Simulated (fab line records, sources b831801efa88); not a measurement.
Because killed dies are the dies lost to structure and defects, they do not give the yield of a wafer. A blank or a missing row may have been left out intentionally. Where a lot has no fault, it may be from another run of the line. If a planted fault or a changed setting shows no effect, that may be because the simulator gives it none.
Chamber matching    flow sky130    SKY_VIA2_CMP_02 on cmp-02: 4 sister chambers
The step polishes SiO2. 16 wafers are shown with their chamber, then 8 later ones without.

EACH WAFER AND ITS CHAMBER
wafer   chamber  motor current A (A)  slurry filter dp kPa (kPa)  platen rpm (rpm)
L189.1  2        13.6                 13.48                       60.01
L189.2  0        12.5                 13.46                       59.99
L189.5  2        13.2                 13.53                       60.02
L190.1  0        12.5                 13.82                       60.01
L190.3  1        11.4                 13.44                       60.01
L190.6  0        12.4                 13.33                       60.01
L196.2  3        9.8                  13.39                       60.04
L196.3  0        12.1                 13.49                       60.03
L196.6  0        12.6                 13.37                       59.98
L197.2  1        10.9                 13.41                       60.00
L197.5  0        12.7                 13.40                       59.99
L197.6  3        9.7                  13.50                       60.01
L198.3  2        13.6                 13.65                       59.96
L198.4  1        11.1                 13.51                       60.03
L198.6  3        10.1                 13.57                       59.97
L199.1  3        10.1                 13.50                       60.05

SIGNATURES, as means of the wafers listed above
reading               chamber 0  chamber 1  chamber 2  chamber 3  scatter within a chamber
motor current A       12.467     11.133     13.467     9.925      0.219
slurry filter dp kPa  13.4783    13.4533    13.5533    13.4900    0.127
platen rpm            60.0017    60.0133    59.9967    60.0175    0.026
Rule: for each reading, subtract the chamber's mean from the wafer's reading, divide by that reading's scatter and square the result; add these up over the readings and take the root, which gives the wafer's distance from the chamber. If the next closest chamber is less than 2 further off than the closest, the wafer can't be placed; otherwise it belongs to the closest. The scatter: the root of (the sum of the squares of (reading less its chamber's mean) over the shown wafers, divided by (wafers less chambers)).

WAFERS WITH NO CHAMBER GIVEN
wafer   motor current A (A)  slurry filter dp kPa (kPa)  platen rpm (rpm)
L199.3  11.7                 13.77                       60.00
L199.5  11.0                 13.35                       60.03
L211.1  13.3                 13.46                       60.04
L211.2  11.9                 13.29                       60.06
L211.6  12.7                 13.68                       59.98
L210.2  10.1                 13.47                       59.99
L210.4  12.3                 13.51                       60.09
L210.6  9.5                  13.44                       59.96

THE CHAMBER EACH PASSED THROUGH
wafer   from the rows above      in truth
L199.3  can't be placed: 1 or 0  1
L199.5  1                        1
L211.1  2                        2
L211.2  can't be placed: 0 or 1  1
L211.6  can't be placed: 0 or 2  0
L210.2  3                        3
L210.4  0                        0
L210.6  3                        3
5 of 8 placed correctly. These rows do not allow placing 3 (true chamber among the candidates in 3). Number placed wrongly: 0.
